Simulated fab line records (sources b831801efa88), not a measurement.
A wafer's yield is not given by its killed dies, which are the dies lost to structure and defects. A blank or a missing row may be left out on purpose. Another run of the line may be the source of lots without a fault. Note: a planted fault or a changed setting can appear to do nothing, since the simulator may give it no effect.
fab line records -- flow sky130 -- part 1 of 2: steps 1 to 26 of 36
record lots=5, wafers=15, lastDay=49
route steps=708 shown CONTACT@427 METAL1@434 VIA1@458
lots that met no fault: taken from a fault-free run of the same line
startH: hours from the record's first day to the start of the lot's first wafer shown -- waitH: hours elapsed since this lot's preceding step -- " as in the row above -- L1.1+2: a single row standing in for several wafers -- - no value, or no start was given -- * or withheld: withheld -- < > ~ a bound
route shown NAME@n: NAME is a module with steps in the file, n the number in the route of the first one -- usual: average and standard deviation across the fault-free wafers -- same: alike in all rows -- chamber/n: place in a boat -- sites: per-site readings -- _std_site: their standard deviation -- _edge_site: the outer-site mean with the inner-site mean subtracted -- radiusMm: for every site, how far away it sits from the centre of the wafer -- mask NAME#n: copy n -- behind: the last tool/chamber to shape the wafer -- hold: why the lot went on hold/how many hours it stayed there/how the hold came to an end -- device: whichever transistor did not switch (one of n, p or np) -- end of line: at the end of the route, the tests of the same wafers -- step lacking rows: just its recipe -- killed: count of dies lost to structure and defects at first sort (not the wafer's yield) -- map: per-die view of a wafer (x killed, . not killed, _ where there is no die)
set.NAME: the run value of the setting; set.NAME@STEP: its run value at that earlier step -- model.NAME: the simulator's own value behind a step, which no gauge read
lots at selected steps of the route; one table per step, one row per wafer
services: a tool's chamber out of use, with start hour (startH, from the record's first day; less than 0 if before it), hours out, and reason
## steps
# step SKY_CONTACT_CLEAN_21
# recipe chemistry=IPA, timeS=180, tempC=25
# usual tempC=24.99/0.11
lot.wafer,tool,chamber,startH,waitH,tempC
L079.4,wetBench-01,3,773.14,0.0,24.82
L079.5,wetBench-01,3,773.14,0.0,24.71
L079.6,wetBench-01,3,773.14,0.0,24.85
L082.2,wetBench-04,3,789.75,0.0,24.93
L082.4,wetBench-04,3,789.75,0.0,24.96
L082.5,wetBench-04,3,789.75,0.0,24.89
L081.2,wetBench-03,1,793.80,0.0,25.04
L081.3,wetBench-03,1,793.80,0.0,24.99
L081.6,wetBench-03,1,793.80,0.0,24.88
L084.3,wetBench-04,3,810.49,0.0,25.06
L084.4,wetBench-04,3,810.49,0.0,25.01
L084.5,wetBench-04,3,810.49,0.0,25.01
L085.1,wetBench-03,2,883.64,0.0,24.94
L085.5,wetBench-03,2,883.64,0.0,24.94
L085.6,wetBench-03,2,883.64,0.0,24.92
# step SKY_CONTACT_CLEAN_22
# recipe chemistry=O3/DIW, dry=n2Spin
lot.wafer,tool,chamber,startH,waitH
L079.4+5+6,wetBench-03,1,773.20,0.0
L082.2+4+5,wetBench-01,2,789.81,0.0
L081.2+3+6,wetBench-01,2,793.92,0.0
L084.3+4+5,wetBench-01,3,810.55,0.0
L085.1+5+6,wetBench-01,3,883.69,0.0
# step SKY_CONTACT_SPUTTER_23
# recipe material=TiN, targetThkNm=20, chamberPressurePa=5, powerW=4000, timeS=80
# usual throttleValvePct=30.9/1.2
lot.wafer,tool,chamber,startH,waitH,throttleValvePct
L079.4,pvdSputter-02,-,773.38,0.0,31.4
L079.5,pvdSputter-02,-,773.38,0.0,31.4
L079.6,pvdSputter-02,-,773.38,0.0,31.2
L082.2,pvdSputter-04,-,789.92,0.0,30.6
L082.4,pvdSputter-04,-,789.92,0.0,33.9
L082.5,pvdSputter-04,-,789.92,0.0,33.6
L081.2,pvdSputter-04,-,794.03,0.0,31.0
L081.3,pvdSputter-04,-,794.03,0.0,30.9
L081.6,pvdSputter-04,-,794.03,0.0,31.0
L084.3,pvdSputter-04,-,810.64,0.0,30.9
L084.4,pvdSputter-04,-,810.64,0.0,30.9
L084.5,pvdSputter-04,-,810.64,0.0,30.9
L085.1,pvdSputter-02,-,883.79,0.0,31.3
L085.5,pvdSputter-02,-,883.79,0.0,31.3
L085.6,pvdSputter-02,-,883.79,0.0,30.9
# step SKY_CONTACT_CVD_24
# recipe material=W, targetThkNm=340, timeS=102.12, tempC=400, pressureTorr=40
# usual heaterPowerW=862/29
lot.wafer,tool,chamber,startH,waitH,heaterPowerW
L079.4,cvdW-01,0,773.48,0.1,870
L079.5,cvdW-01,0,773.48,0.1,887
L079.6,cvdW-01,1,773.48,0.1,848
L082.2,cvdW-01,1,789.98,0.0,835
L082.4,cvdW-01,1,789.98,0.0,838
L082.5,cvdW-01,1,789.98,0.0,835
L081.2,cvdW-02,0,794.09,0.0,899
L081.3,cvdW-02,0,794.09,0.0,883
L081.6,cvdW-02,1,794.09,0.0,859
L084.3,cvdW-02,1,810.74,0.1,850
L084.4,cvdW-02,0,810.74,0.1,910
L084.5,cvdW-02,0,810.74,0.1,901
L085.1,cvdW-02,1,883.85,0.0,837
L085.5,cvdW-02,0,883.85,0.0,898
L085.6,cvdW-02,1,883.85,0.0,838
# step SKY_CONTACT_RS_MEAS_25
# recipe thkMeasGauge=four-point-probe, reads=W_of_CONTACT_CVD_24+TiN_of_CONTACT_SPUTTER_23
# usual CONTACT_W_RS=0.341/0.0036
lot.wafer,tool,chamber,startH,waitH,CONTACT_W_RS[ohm/sq]
L079.4,filmMetro-01,-,773.61,0.1,0.345
L079.5,filmMetro-01,-,773.61,0.1,0.344
L079.6,filmMetro-01,-,773.61,0.1,0.338
L082.2,filmMetro-01,-,790.11,0.1,0.343
L082.4,filmMetro-01,-,790.11,0.1,0.342
L082.5,filmMetro-01,-,790.11,0.1,0.342
L081.2,filmMetro-04,-,794.22,0.1,0.337
L081.3,filmMetro-04,-,794.22,0.1,0.332
L081.6,filmMetro-04,-,794.22,0.1,0.336
L084.3,filmMetro-02,-,810.85,0.1,0.345
L084.4,filmMetro-02,-,810.85,0.1,0.346
L084.5,filmMetro-02,-,810.85,0.1,0.345
L085.1,filmMetro-01,-,883.96,0.1,0.344
L085.5,filmMetro-01,-,883.96,0.1,0.339
L085.6,filmMetro-01,-,883.96,0.1,0.344
# step SKY_CONTACT_THK_MEAS_26
# recipe thkMeasGauge=xrf, reads=W_of_CONTACT_CVD_24
# usual CONTACT_W_THK=347/5.7
lot.wafer,tool,chamber,startH,waitH,CONTACT_W_THK[nm]
L079.4,filmMetro-01,-,773.70,0.1,343
L079.5,filmMetro-01,-,773.70,0.1,345
L079.6,filmMetro-01,-,773.70,0.1,353
L082.2,filmMetro-01,-,790.22,0.1,347
L082.4,filmMetro-01,-,790.22,0.1,349
L082.5,filmMetro-01,-,790.22,0.1,349
L081.2,filmMetro-04,-,794.33,0.1,353
L081.3,filmMetro-04,-,794.33,0.1,359
L081.6,filmMetro-04,-,794.33,0.1,354
L084.3,filmMetro-02,-,810.95,0.1,335
L084.4,filmMetro-02,-,810.95,0.1,334
L084.5,filmMetro-02,-,810.95,0.1,335
L085.1,filmMetro-01,-,884.08,0.1,345
L085.5,filmMetro-01,-,884.08,0.1,350
L085.6,filmMetro-01,-,884.08,0.1,343
# step SKY_CONTACT_CMP_27
# recipe stopOn=SiO2, tOverpolishS=15, downForcePsi=3.5, platenRpm=60, targetThkNm=0, padVelocityMS=0.94248
# usual headPressurePsi=3.500/0.0077, motorCurrentA=11.3/1.2, overpolishRunS=15.000/0.0086, timeToEndpointS=80.3/2.9
lot.wafer,tool,chamber,startH,waitH,headPressurePsi,motorCurrentA,overpolishRunS,timeToEndpointS
L079.4,cmp-01,1,773.88,0.2,3.507,10.8,14.990,77.4
L079.5,cmp-01,2,773.88,0.2,3.496,9.2,14.983,80.6
L079.6,cmp-01,3,773.88,0.2,3.490,11.7,15.002,80.4
L082.4,cmp-02,3,790.32,0.1,3.501,13.8,15.012,81.8
L082.2,cmp-02,1,790.32,0.1,3.490,12.2,14.988,87.3
L082.5,cmp-02,2,790.32,0.1,3.495,10.1,15.005,87.0
L081.3,cmp-01,1,794.43,0.1,3.504,11.6,14.997,83.5
L081.2,cmp-01,3,794.43,0.1,3.491,10.9,14.990,81.8
L081.6,cmp-01,0,794.43,0.1,3.501,12.1,14.999,84.2
L084.4,cmp-01,3,811.09,0.1,3.516,10.8,14.992,81.6
L084.3,cmp-01,0,811.09,0.1,3.501,12.4,14.993,81.8
L084.5,cmp-01,2,811.09,0.1,3.502,9.3,15.000,80.1
L085.1,cmp-01,3,884.19,0.1,3.499,10.8,14.997,77.7
L085.5,cmp-01,2,884.19,0.1,3.492,9.6,14.993,83.0
L085.6,cmp-01,3,884.19,0.1,3.494,10.8,14.995,76.7
# step SKY_METAL1_SPUTTER_00
# recipe material=Ti, targetThkNm=15, powerW=3000, timeS=10, chamberPressurePa=0.4
# usual throttleValvePct=30.7/1.5
lot.wafer,tool,chamber,startH,waitH,throttleValvePct
L079.4,pvdSputter-01,-,774.03,0.1,29.9
L079.5,pvdSputter-01,-,774.03,0.1,31.5
L079.6,pvdSputter-01,-,774.03,0.1,29.0
L082.2,pvdSputter-03,-,790.57,0.1,29.6
L082.4,pvdSputter-03,-,790.57,0.1,29.2
L082.5,pvdSputter-03,-,790.57,0.1,31.9
L081.2,pvdSputter-01,-,794.68,0.1,29.0
L081.3,pvdSputter-01,-,794.68,0.1,29.1
L081.6,pvdSputter-01,-,794.68,0.1,29.2
L084.3,pvdSputter-04,-,811.29,0.1,31.4
L084.4,pvdSputter-04,-,811.29,0.1,31.1
L084.5,pvdSputter-04,-,811.29,0.1,31.1
L085.1,pvdSputter-04,-,884.44,0.2,30.9
L085.5,pvdSputter-04,-,884.44,0.2,30.9
L085.6,pvdSputter-04,-,884.44,0.2,30.7
# step SKY_METAL1_SPUTTER_01
# recipe material=TiN, targetThkNm=20, powerW=6500, timeS=16.7, chamberPressurePa=0.4
# usual throttleValvePct=30.7/1.4
lot.wafer,tool,chamber,startH,waitH,throttleValvePct
L079.4,pvdSputter-01,-,774.05,0.0,30.1
L079.5,pvdSputter-01,-,774.05,0.0,31.3
L079.6,pvdSputter-01,-,774.05,0.0,29.1
L082.2,pvdSputter-03,-,790.59,0.0,29.4
L082.4,pvdSputter-03,-,790.59,0.0,29.3
L082.5,pvdSputter-03,-,790.59,0.0,31.7
L081.2,pvdSputter-01,-,794.70,0.0,29.2
L081.3,pvdSputter-01,-,794.70,0.0,29.2
L081.6,pvdSputter-01,-,794.70,0.0,29.0
L084.3,pvdSputter-04,-,811.32,0.0,31.6
L084.4,pvdSputter-04,-,811.32,0.0,30.6
L084.5,pvdSputter-04,-,811.32,0.0,30.9
L085.1,pvdSputter-04,-,884.46,0.0,30.9
L085.5,pvdSputter-04,-,884.46,0.0,31.0
L085.6,pvdSputter-04,-,884.46,0.0,30.6
# step SKY_METAL1_SPUTTER_02
# recipe material=AlCu, targetThkNm=250, powerW=10600, timeS=13.3, chamberPressurePa=0.4
# usual throttleValvePct=30.7/1.5
lot.wafer,tool,chamber,startH,waitH,throttleValvePct
L079.4,pvdSputter-01,-,774.08,0.0,29.8
L079.5,pvdSputter-01,-,774.08,0.0,31.3
L079.6,pvdSputter-01,-,774.08,0.0,28.8
L082.2,pvdSputter-03,-,790.62,0.0,29.5
L082.4,pvdSputter-03,-,790.62,0.0,29.1
L082.5,pvdSputter-03,-,790.62,0.0,32.1
L081.2,pvdSputter-01,-,794.72,0.0,29.0
L081.3,pvdSputter-01,-,794.72,0.0,29.2
L081.6,pvdSputter-01,-,794.72,0.0,29.1
L084.3,pvdSputter-04,-,811.34,0.0,31.2
L084.4,pvdSputter-04,-,811.34,0.0,30.7
L084.5,pvdSputter-04,-,811.34,0.0,30.8
L085.1,pvdSputter-04,-,884.49,0.0,30.7
L085.5,pvdSputter-04,-,884.49,0.0,31.0
L085.6,pvdSputter-04,-,884.49,0.0,30.7
# step SKY_METAL1_SPUTTER_03
# recipe material=Ti, targetThkNm=5, powerW=3000, timeS=3.3, chamberPressurePa=0.4
# usual throttleValvePct=30.7/1.5
lot.wafer,tool,chamber,startH,waitH,throttleValvePct
L079.4,pvdSputter-01,-,774.10,0.0,29.9
L079.5,pvdSputter-01,-,774.10,0.0,31.3
L079.6,pvdSputter-01,-,774.10,0.0,29.2
L082.2,pvdSputter-03,-,790.64,0.0,29.4
L082.4,pvdSputter-03,-,790.64,0.0,29.1
L082.5,pvdSputter-03,-,790.64,0.0,31.6
L081.2,pvdSputter-01,-,794.75,0.0,29.1
L081.3,pvdSputter-01,-,794.75,0.0,28.8
L081.6,pvdSputter-01,-,794.75,0.0,28.9
L084.3,pvdSputter-04,-,811.37,0.0,31.6
L084.4,pvdSputter-04,-,811.37,0.0,30.7
L084.5,pvdSputter-04,-,811.37,0.0,30.9
L085.1,pvdSputter-04,-,884.51,0.0,30.9
L085.5,pvdSputter-04,-,884.51,0.0,31.0
L085.6,pvdSputter-04,-,884.51,0.0,30.6
# step SKY_METAL1_SPUTTER_04
# recipe material=TiN, targetThkNm=70, powerW=6500, timeS=58.3, chamberPressurePa=0.4
# usual throttleValvePct=30.7/1.5
lot.wafer,tool,chamber,startH,waitH,throttleValvePct
L079.4,pvdSputter-01,-,774.12,0.0,30.0
L079.5,pvdSputter-01,-,774.12,0.0,31.1
L079.6,pvdSputter-01,-,774.12,0.0,29.1
L082.2,pvdSputter-03,-,790.66,0.0,29.2
L082.4,pvdSputter-03,-,790.66,0.0,29.2
L082.5,pvdSputter-03,-,790.66,0.0,31.9
L081.2,pvdSputter-01,-,794.77,0.0,29.4
L081.3,pvdSputter-01,-,794.77,0.0,28.8
L081.6,pvdSputter-01,-,794.77,0.0,29.1
L084.3,pvdSputter-04,-,811.39,0.0,31.5
L084.4,pvdSputter-04,-,811.39,0.0,30.5
L084.5,pvdSputter-04,-,811.39,0.0,30.8
L085.1,pvdSputter-04,-,884.53,0.0,30.7
L085.5,pvdSputter-04,-,884.53,0.0,30.9
L085.6,pvdSputter-04,-,884.53,0.0,30.6
# step SKY_METAL1_RS_MEAS_05
# recipe thkMeasGauge=four-point-probe, reads=TiN_of_METAL1_SPUTTER_04+Ti_of_METAL1_SPUTTER_03+AlCu_of_METAL1_SPUTTER_02+TiN_of_METAL1_SPUTTER_01+Ti_of_METAL1_SPUTTER_00
# usual METAL1_ALCU_RS=0.1274/0.0011
lot.wafer,tool,chamber,startH,waitH,METAL1_ALCU_RS[ohm/sq]
L079.4,filmMetro-04,-,774.23,0.1,0.1276
L079.5,filmMetro-04,-,774.23,0.1,0.1293
L079.6,filmMetro-04,-,774.23,0.1,0.1282
L082.2,filmMetro-01,-,790.73,0.0,0.1284
L082.4,filmMetro-01,-,790.73,0.0,0.1268
L082.5,filmMetro-01,-,790.73,0.0,0.1279
L081.2,filmMetro-03,-,794.84,0.0,0.1264
L081.3,filmMetro-03,-,794.84,0.0,0.1271
L081.6,filmMetro-03,-,794.84,0.0,0.1235
L084.3,filmMetro-01,-,811.47,0.1,0.1290
L084.4,filmMetro-01,-,811.47,0.1,0.1284
L084.5,filmMetro-01,-,811.47,0.1,0.1296
L085.1,filmMetro-01,-,884.58,0.0,0.1278
L085.5,filmMetro-01,-,884.58,0.0,0.1282
L085.6,filmMetro-01,-,884.58,0.0,0.1268
# step SKY_METAL1_THK_MEAS_06
# recipe thkMeasGauge=xrf, reads=AlCu_of_METAL1_SPUTTER_02
# usual METAL1_ALCU_THK=252.7/2.9
lot.wafer,tool,chamber,startH,waitH,METAL1_ALCU_THK[nm]
L079.4,filmMetro-04,-,774.32,0.1,252.4
L079.5,filmMetro-04,-,774.32,0.1,249.6
L079.6,filmMetro-04,-,774.32,0.1,252.3
L082.2,filmMetro-01,-,790.84,0.1,250.8
L082.4,filmMetro-01,-,790.84,0.1,253.8
L082.5,filmMetro-01,-,790.84,0.1,252.7
L081.2,filmMetro-03,-,794.95,0.1,250.6
L081.3,filmMetro-03,-,794.95,0.1,249.8
L081.6,filmMetro-03,-,794.95,0.1,258.1
L084.3,filmMetro-01,-,811.57,0.1,250.1
L084.4,filmMetro-01,-,811.57,0.1,251.0
L084.5,filmMetro-01,-,811.57,0.1,248.2
L085.1,filmMetro-01,-,884.70,0.1,251.4
L085.5,filmMetro-01,-,884.70,0.1,251.9
L085.6,filmMetro-01,-,884.70,0.1,256.3
# step SKY_METAL1_DEHYDRATE_07
# recipe tempC=200, timeS=60
lot.wafer,tool,chamber,startH,waitH
L079.4+5+6,lithoTrack-01,0,785.79,11.5
L082.2+4+5,lithoTrack-04,0,804.22,13.4
L081.2+3+6,lithoTrack-02,0,807.33,12.4
L084.3+4+5,lithoTrack-02,0,824.26,12.7
L085.1+5+6,lithoTrack-01,0,895.77,11.1
# step SKY_METAL1_HMDS_08
# recipe primeTimeS=60, primeTempC=120
# usual primeTempC=120.02/0.15
lot.wafer,tool,chamber,startH,waitH,primeTempC
L079.4,lithoTrack-01,0,785.94,0.1,120.23
L079.5,lithoTrack-01,0,785.94,0.1,120.43
L079.6,lithoTrack-01,0,785.94,0.1,120.27
L082.2,lithoTrack-04,0,804.37,0.1,119.81
L082.4,lithoTrack-04,0,804.37,0.1,119.88
L082.5,lithoTrack-04,0,804.37,0.1,119.91
L081.2,lithoTrack-02,0,807.48,0.1,120.07
L081.3,lithoTrack-02,0,807.48,0.1,119.99
L081.6,lithoTrack-02,0,807.48,0.1,119.79
L084.3,lithoTrack-02,0,824.41,0.1,120.00
L084.4,lithoTrack-02,0,824.41,0.1,120.18
L084.5,lithoTrack-02,0,824.41,0.1,120.06
L085.1,lithoTrack-01,0,895.92,0.1,120.08
L085.5,lithoTrack-01,0,895.92,0.1,119.90
L085.6,lithoTrack-01,0,895.92,0.1,119.86
# step SKY_METAL1_COAT_09
# recipe resist=BARC, tempC=withheld, timeS=withheld, spinRpm=3000, resistThkNm=60
lot.wafer,tool,chamber,startH,waitH
L079.4+5+6,lithoTrack-01,0,786.09,0.1
L082.2+4+5,lithoTrack-04,0,804.52,0.1
L081.2+3+6,lithoTrack-02,0,807.63,0.1
L084.3+4+5,lithoTrack-02,0,824.56,0.1
L085.1+5+6,lithoTrack-01,0,896.07,0.1
# step SKY_METAL1_COAT_10
# recipe resist=KrF-thick, spinRpm=3000, resistThkNm=450
lot.wafer,tool,chamber,startH,waitH
L079.4+5+6,lithoTrack-01,0,-,-
L082.2+4+5,lithoTrack-04,0,-,-
L081.2+3+6,lithoTrack-02,0,-,-
L084.3+4+5,lithoTrack-02,0,-,-
L085.1+5+6,lithoTrack-01,0,-,-
# step SKY_METAL1_SOFTBAKE_11
# recipe tempC=100, timeS=85.9, resist=KrF-thick
lot.wafer,tool,chamber,startH,waitH
L079.4+5+6,lithoTrack-01,0,-,-
L082.2+4+5,lithoTrack-04,0,-,-
L081.2+3+6,lithoTrack-02,0,-,-
L084.3+4+5,lithoTrack-02,0,-,-
L085.1+5+6,lithoTrack-01,0,-,-
# step SKY_METAL1_EXPOSE_12
# recipe maskId=MM1, na=0.8, sourceShape=annular, sigmaInner=0.55, sigmaOuter=0.85, targetCdNm=140, doseMj=28
# usual reticleTempC=22.99/0.11
lot.wafer,tool,chamber,startH,waitH,mask,reticleTempC
L079.4,krfScanner-01,0,-,-,MM1#0,22.96
L079.5,krfScanner-01,0,-,-,MM1#0,23.05
L079.6,krfScanner-01,0,-,-,MM1#0,23.12
L082.2,krfScanner-01,0,-,-,MM1#0,22.78
L082.4,krfScanner-01,0,-,-,MM1#0,22.79
L082.5,krfScanner-01,0,-,-,MM1#0,22.92
L081.2,krfScanner-02,0,-,-,MM1#0,22.89
L081.3,krfScanner-02,0,-,-,MM1#0,22.93
L081.6,krfScanner-02,0,-,-,MM1#0,22.99
L084.3,krfScanner-02,0,-,-,MM1#0,23.01
L084.4,krfScanner-02,0,-,-,MM1#0,22.84
L084.5,krfScanner-02,0,-,-,MM1#0,22.89
L085.1,krfScanner-02,0,-,-,MM1#0,23.00
L085.5,krfScanner-02,0,-,-,MM1#0,23.06
L085.6,krfScanner-02,0,-,-,MM1#0,23.05
# step SKY_METAL1_PEB_13
# recipe pebTempC=withheld, pebTimeS=withheld, resist=KrF-thick
lot.wafer,tool,chamber,startH,waitH
L079.4+5+6,lithoTrack-02,0,-,-
L082.2+4+5,lithoTrack-01,0,-,-
L081.2+3+6,lithoTrack-04,0,-,-
L084.3+4+5,lithoTrack-04,0,-,-
L085.1+5+6,lithoTrack-04,0,-,-
# step SKY_METAL1_DEVELOP_14
# recipe developTimeS=60, resist=KrF-thick, devTempC=21
lot.wafer,tool,chamber,startH,waitH
L079.4+5+6,lithoTrack-02,0,-,-
L082.2+4+5,lithoTrack-01,0,-,-
L081.2+3+6,lithoTrack-04,0,-,-
L084.3+4+5,lithoTrack-04,0,-,-
L085.1+5+6,lithoTrack-04,0,-,-
# step SKY_METAL1_CD_MEAS_15
# recipe targetCdNm=140
# usual cdNm=140.1/1.4
lot.wafer,tool,chamber,startH,waitH,cdNm
L079.4,cdSem-01,-,799.72,-,140.9
L079.5,cdSem-01,-,799.72,-,139.3
L079.6,cdSem-01,-,799.72,-,139.8
L082.2,cdSem-01,-,817.44,-,140.5
L082.4,cdSem-01,-,817.44,-,141.2
L082.5,cdSem-01,-,817.44,-,140.0
L081.2,cdSem-02,-,820.81,-,140.7
L081.3,cdSem-02,-,820.81,-,139.7
L081.6,cdSem-02,-,820.81,-,140.4
L084.3,cdSem-02,-,837.03,-,142.9
L084.4,cdSem-02,-,837.03,-,143.0
L084.5,cdSem-02,-,837.03,-,144.3
L085.1,cdSem-01,-,909.99,-,143.7
L085.5,cdSem-01,-,909.99,-,142.9
L085.6,cdSem-01,-,909.99,-,143.6
# step SKY_METAL1_OVL_MEAS_16
# usual METAL1_OVL=2/4.8
lot.wafer,tool,chamber,startH,waitH,METAL1_OVL[nm]
L079.4,overlay-02,-,799.80,0.1,-2
L079.5,overlay-02,-,799.80,0.1,1
L079.6,overlay-02,-,799.80,0.1,6
L082.2,overlay-01,-,817.55,0.1,7
L082.4,overlay-01,-,817.55,0.1,10
L082.5,overlay-01,-,817.55,0.1,4
L081.2,overlay-02,-,820.92,0.1,6
L081.3,overlay-02,-,820.92,0.1,-6
L081.6,overlay-02,-,820.92,0.1,6
L084.3,overlay-02,-,837.13,0.1,10
L084.4,overlay-02,-,837.13,0.1,3
L084.5,overlay-02,-,837.13,0.1,4
L085.1,overlay-02,-,910.11,0.1,-5
L085.5,overlay-02,-,910.11,0.1,-3
L085.6,overlay-02,-,910.11,0.1,-6
# step SKY_METAL1_DESCUM_17
# recipe chemistry=O2, sourcePowerW=150, biasPowerW=0, pressureMtorr=10, tempC=40, timeS=8
# usual drypumpMotorCurrentA=5.6/0.37, heBacksideLeakSccm=3.37/0.26, oesProductAu=1.001/0.0087, tempC=40.01/0.1
lot.wafer,tool,chamber,startH,waitH,drypumpMotorCurrentA,heBacksideLeakSccm,oesProductAu,rfHoursCounterH,tempC
L079.4,rieMetal-03,1,799.82,0.0,5.1,3.24,1.014,-,39.95
L079.5,rieMetal-03,1,799.82,0.0,5.1,3.49,1.008,-,39.76
L079.6,rieMetal-03,0,799.82,0.0,6.0,3.28,0.998,-,40.13
L082.2,rieMetal-02,1,817.58,0.0,5.7,3.50,1.006,0,40.04
L082.4,rieMetal-02,0,817.58,0.0,5.8,3.14,1.009,-,40.01
L082.5,rieMetal-02,0,817.58,0.0,5.8,3.13,0.996,-,40.01
L081.2,rieMetal-04,1,820.95,0.0,5.2,3.15,1.008,1,40.11
L081.3,rieMetal-04,0,820.95,0.0,6.0,3.42,0.983,-,39.93
L081.6,rieMetal-04,0,820.95,0.0,6.0,3.58,0.989,-,39.91
L084.3,rieMetal-04,0,837.16,0.0,6.0,3.56,1.001,-,40.06
L084.4,rieMetal-04,1,837.16,0.0,5.2,3.22,1.009,-,39.97
L084.5,rieMetal-04,0,837.16,0.0,6.0,3.54,0.992,-,40.14
L085.1,rieMetal-03,1,910.15,0.0,5.1,2.97,1.005,11,39.98
L085.5,rieMetal-03,1,910.15,0.0,5.1,3.19,1.008,-,40.12
L085.6,rieMetal-03,0,910.15,0.0,6.0,3.35,0.991,-,40.06
# step SKY_METAL1_ETCH_18
# recipe chemistry=N2/H2, target=BARC, ionEnergyEv=200, biasW=100, pressureMtorr=30, n2FlowSccm=100, h2FlowSccm=200, icpW=482.9, stopOn=SiO2, timeS=45.9, targetDepthA=600
# usual drypumpMotorCurrentA=5.7/0.37, heBacksideLeakSccm=3.4/0.42, oesProductAu=0.856/0.0049, throttleValvePct=13.225/0.0084
lot.wafer,tool,chamber,startH,waitH,drypumpMotorCurrentA,heBacksideLeakSccm,oesProductAu,rfHoursCounterH,throttleValvePct
L079.4,rieMetal-03,1,799.87,0.0,5.1,3.1,0.856,-,13.238
L079.5,rieMetal-03,1,799.87,0.0,5.1,2.9,0.861,-,13.214
L079.6,rieMetal-03,0,799.87,0.0,6.0,3.2,0.852,-,13.216
L082.2,rieMetal-02,1,817.61,0.0,5.7,3.6,0.858,0,13.225
L082.4,rieMetal-02,0,817.61,0.0,5.8,3.2,0.861,-,13.238
L082.5,rieMetal-02,0,817.61,0.0,5.8,3.1,0.856,-,13.215
L081.2,rieMetal-04,1,820.98,0.0,5.2,3.2,0.857,1,13.212
L081.3,rieMetal-04,0,820.98,0.0,6.0,3.4,0.854,-,13.231
L081.6,rieMetal-04,0,820.98,0.0,6.0,3.5,0.859,-,13.215
L084.3,rieMetal-04,0,837.20,0.0,6.0,3.6,0.860,-,13.234
L084.4,rieMetal-04,1,837.20,0.0,5.2,3.2,0.857,-,13.225
L084.5,rieMetal-04,0,837.20,0.0,6.0,3.6,0.852,-,13.228
L085.1,rieMetal-03,1,910.18,0.0,5.1,3.0,0.858,11,13.201
L085.5,rieMetal-03,1,910.18,0.0,5.1,3.2,0.861,-,13.219
L085.6,rieMetal-03,0,910.18,0.0,6.0,3.3,0.853,-,13.224
